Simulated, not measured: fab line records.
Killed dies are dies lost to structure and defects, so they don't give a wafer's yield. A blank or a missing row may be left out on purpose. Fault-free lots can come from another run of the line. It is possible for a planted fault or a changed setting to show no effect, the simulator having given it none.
Which of the tools did it? + flow gf180mcu + 11 lots, 33 wafers sampled, at 3 steps of a route of 602

## WHAT EACH GAUGE READ, for each wafer
GF_V4_THK_MEAS_03. Usual: V4_CVD_02_THK typically reads 851 nm, with standard deviation 12.
| lot  | measured     | on           | V4_CVD_02_THK (nm) | flag |
|------|--------------|--------------|--------------------|------|
| L273 | day 23 20:35 | filmMetro-03 | 852 852 853        |      |
| L274 | day 24 02:20 | filmMetro-03 | 844 848 856        |      |
| L276 | day 24 21:57 | filmMetro-03 | 827 831 855        |      |
| L277 | day 25 07:43 | filmMetro-04 | 848 853 872        |      |
| L282 | day 27 04:19 | filmMetro-03 | 794 858 832        |      |
| L289 | day 29 00:43 | filmMetro-01 | 834 849 854        |      |
| L290 | day 29 07:39 | filmMetro-01 | 861 871 858        |      |
| L291 | day 29 13:12 | filmMetro-04 | 845 856 868        |      |
| L293 | day 30 06:37 | filmMetro-01 | 819 836 839        |      |
| L294 | day 30 09:24 | filmMetro-03 | 848 851 868        |      |
| L295 | day 30 18:16 | filmMetro-03 | 835 836 851        |      |

## EACH LOT AND THE TOOL THAT RAN IT (in order: tool; ch and the chambers of the sampled wafers; start)
| lot  | GF_V3_SPUTTER_21            | GF_V4_CVD_02                    |
|------|-----------------------------|---------------------------------|
| L273 | pvdSputter-04, day 22 20:14 | pecvd-03 ch 0,2, day 23 20:31   |
| L274 | pvdSputter-01, day 23 01:45 | pecvd-04 ch 0,1,2, day 24 02:15 |
| L276 | pvdSputter-04, day 23 21:43 | pecvd-04 ch 0,2, day 24 21:52   |
| L277 | pvdSputter-04, day 24 07:56 | pecvd-03 ch 0,1, day 25 07:38   |
| L282 | pvdSputter-04, day 26 05:59 | pecvd-03 ch 0,1,2, day 27 04:14 |
| L289 | pvdSputter-01, day 28 03:10 | pecvd-01 ch 1,2, day 29 00:37   |
| L290 | pvdSputter-02, day 28 10:11 | pecvd-01 ch 0,1,2, day 29 07:35 |
| L291 | pvdSputter-04, day 28 16:15 | pecvd-01 ch 1,2, day 29 13:08   |
| L293 | pvdSputter-01, day 29 05:45 | pecvd-04 ch 0,1,2, day 30 06:32 |
| L294 | pvdSputter-04, day 29 12:10 | pecvd-01 ch 0,2, day 30 09:19   |
| L295 | pvdSputter-01, day 29 21:46 | pecvd-04 ch 0,1, day 30 18:11   |
- GF_V3_SPUTTER_21: material Ti, target thk 15 nm, time 80.02 s.
- GF_V4_CVD_02: deposits SiO2 from TEOS, target thk 850 nm, time 94.851 s.

## WHAT THE TOOLS THEMSELVES READ (means of the sampled wafers that have a number; where no wafer has one, the mark that the record gives instead)
GF_V3_SPUTTER_21. Usual: 30.4 % for throttleValvePct, sd 0.78.
| lot  | tool          | throttleValvePct (%) | flag |
|------|---------------|----------------------|------|
| L273 | pvdSputter-04 | 30.7                 |      |
| L274 | pvdSputter-01 | 30.9                 |      |
| L276 | pvdSputter-04 | 30.4                 |      |
| L277 | pvdSputter-04 | 31.0                 |      |
| L282 | pvdSputter-04 | 30.1                 |      |
| L289 | pvdSputter-01 | 30.9                 |      |
| L290 | pvdSputter-02 | 30.1                 |      |
| L291 | pvdSputter-04 | 30.2                 |      |
| L293 | pvdSputter-01 | 30.8                 |      |
| L294 | pvdSputter-04 | 29.7                 |      |
| L295 | pvdSputter-01 | 30.1                 |      |

GF_V4_CVD_02. Usual: heaterPowerOuterW 365 W, standard deviation 67; heaterPowerW 621 W, standard deviation 110.
| lot  | tool     | heaterPowerOuterW (W) | heaterPowerW (W) | flag |
|------|----------|-----------------------|------------------|------|
| L273 | pecvd-03 | 422                   | 721              |      |
| L274 | pecvd-04 | 374                   | 644              |      |
| L276 | pecvd-04 | 376                   | 604              |      |
| L277 | pecvd-03 | 291                   | 496              |      |
| L282 | pecvd-03 | 295                   | 538              |      |
| L289 | pecvd-01 | 332                   | 582              |      |
| L290 | pecvd-01 | 337                   | 603              |      |
| L291 | pecvd-01 | 355                   | 622              |      |
| L293 | pecvd-04 | 376                   | 639              |      |
| L294 | pecvd-01 | 333                   | 589              |      |
| L295 | pecvd-04 | 407                   | 693              |      |

## THE ANSWER, worked out from the rows above alone
Rule: take the mean of a lot's wafers that have a number; if it is more than 3 standard deviations from the usual mean, the lot is off. Also off: a lot with no number at a reading for which 4 or more lots have one. The other lots that the step has rows for count as sound. The gauges are gone through in route order, then the tools' own readings, and for those a lot's mean is taken as printed above. At the first step where some lot is off, the reading lying furthest off is the one used; lots without a number count as furthest.
No lot is off at any reading shown: from this, nothing can be told.

## WHAT THE SIMULATOR HAD PUT IN
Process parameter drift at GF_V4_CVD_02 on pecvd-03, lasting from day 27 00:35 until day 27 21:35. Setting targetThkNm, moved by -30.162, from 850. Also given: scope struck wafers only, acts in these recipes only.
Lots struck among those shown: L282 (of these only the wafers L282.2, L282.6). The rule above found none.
